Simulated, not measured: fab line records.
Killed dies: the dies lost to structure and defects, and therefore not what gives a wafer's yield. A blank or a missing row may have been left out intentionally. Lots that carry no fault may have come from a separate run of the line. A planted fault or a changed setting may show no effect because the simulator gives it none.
2 desks, one fault / flow sky130 / each desk holds nothing but its own numbers, with what lay behind them at the end

## THE TOOL OWNER'S DESK: furnace-01
The tool's own readings at SKY_GATE_OXIDE_OXIDATION_01 (stabilise 600 s, purge 300 s, target thk 10.268 nm): means of the sampled wafers that have a number, for each lot that ran on this tool. The brackets show how far a lot's mean lies from the usual mean; more than 4 standard deviations puts the lot out of limits, marked OUT.
Columns: A = spike_tc_lower_C at SKY_GATE_OXIDE_OXIDATION_01, usual 899.8 C; B = spike_tc_top_C at SKY_GATE_OXIDE_OXIDATION_01, usual 909.3 C; C = tube_center_temp_C_max at SKY_GATE_OXIDE_OXIDATION_01, usual 902.3; D = zone_power_upper_pct at SKY_GATE_OXIDE_OXIDATION_01, usual 16.5 %
lot=L163; first seen here=day 13 00:38; A=900.8; B=909.8; C=902.2; D=16.2
lot=L166; first seen here=day 13 20:26; A=901.3; B=909.6; C=901.9; D=15.8
lot=L167; first seen here=day 13 20:26; A=900.9; B=910.5; C=902.5; D=15.9
lot=L168; first seen here=day 14 12:58; A=901.5; B=910.0; C=902.1; D=15.9
lot=L181; first seen here=day 19 03:25; A=900.7; B=911.5; C=902.6; D=15.8
lot=L183; first seen here=day 20 01:32; A=901.5; B=910.7; C=902.2; D=15.9
Finding of this desk: none of the 6 lots has anything out of limits.

## AT THE METROLOGY DESK
What the gauges read for every lot (on any tool): the sampled wafers with a number, averaged. The brackets show how far a lot's mean lies from the usual mean; more than 4 standard deviations puts the lot out of limits, marked OUT.
Columns: A = cd_nm at SKY_VT_ADJUST_NCORE_CD_MEAS_07, usual 379.0 nm; B = VT_ADJUST_NCORE_TW at SKY_VT_ADJUST_NCORE_TW_MEAS_11, usual 219.5; C = SONOS_ONO_OVL at SKY_SONOS_ONO_OVL_MEAS_14, usual 1.0 nm; D = GATE_OXIDE_OXIDATION_00_THK at SKY_GATE_OXIDE_THK_MEAS_02, usual 10.36 nm
lot=L162; first seen here=day 8 06:22; A=377.9; B=219.7; C=-0.3; D=10.14
lot=L163; first seen here=day 8 15:37; A=379.9; B=220.5; C=1.8; D=10.36
lot=L164; first seen here=day 8 20:05; A=376.3; B=218.4; C=1.7; D=10.22
lot=L166; first seen here=day 9 11:26; A=378.4; B=219.5; C=0.9; D=10.45
lot=L167; first seen here=day 9 14:36; A=381.4; B=218.6; C=0.7; D=10.27
lot=L168; first seen here=day 10 01:15; A=376.6; B=221.1; C=1.4; D=10.23
lot=L169; first seen here=day 10 08:44; A=378.6; B=216.2; C=0.1; D=10.57
lot=L170; first seen here=day 10 14:37; A=376.2; B=219.3; C=2.0; D=10.31
lot=L171; first seen here=day 10 19:44; A=378.9; B=218.0; C=1.6; D=10.15
lot=L172; first seen here=day 11 06:50; A=378.7; B=219.2; C=-0.0; D=10.44
lot=L181; first seen here=day 14 00:37; A=378.2; B=220.9; C=-0.0; D=13.70 (+19) OUT
lot=L183; first seen here=day 14 21:55; A=377.4; B=222.0; C=1.5; D=13.56 (+18) OUT
lot=L184; first seen here=day 14 23:25; A=376.3; B=222.1; C=-0.2; D=10.26
This desk finds L181, L183 out of limits, with the earliest case on L181 at day 19 04:50 (GATE_OXIDE_OXIDATION_00_THK at SKY_GATE_OXIDE_THK_MEAS_02). L162, L163, L164, L166, L167, L168, L169, L170, L171, L172, L184 stayed within limits.

## BROUGHT TOGETHER
The metrology desk could have raised an alarm at day 19 04:50, on L181, L183.
Nothing out of limits was seen by the tool owner's desk.
On record at the tool owner's desk: L181, L183, within its limits.
SKY_GATE_OXIDE_OXIDATION_01 was run on furnace-01 by each of the lots named.

## WHAT THE SIMULATOR HAD INSERTED
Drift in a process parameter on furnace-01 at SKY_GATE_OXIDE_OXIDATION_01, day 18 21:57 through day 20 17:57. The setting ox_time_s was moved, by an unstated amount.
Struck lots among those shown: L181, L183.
Hours from the fault's start to each desk's first reading out of limits: the metrology desk, 7.
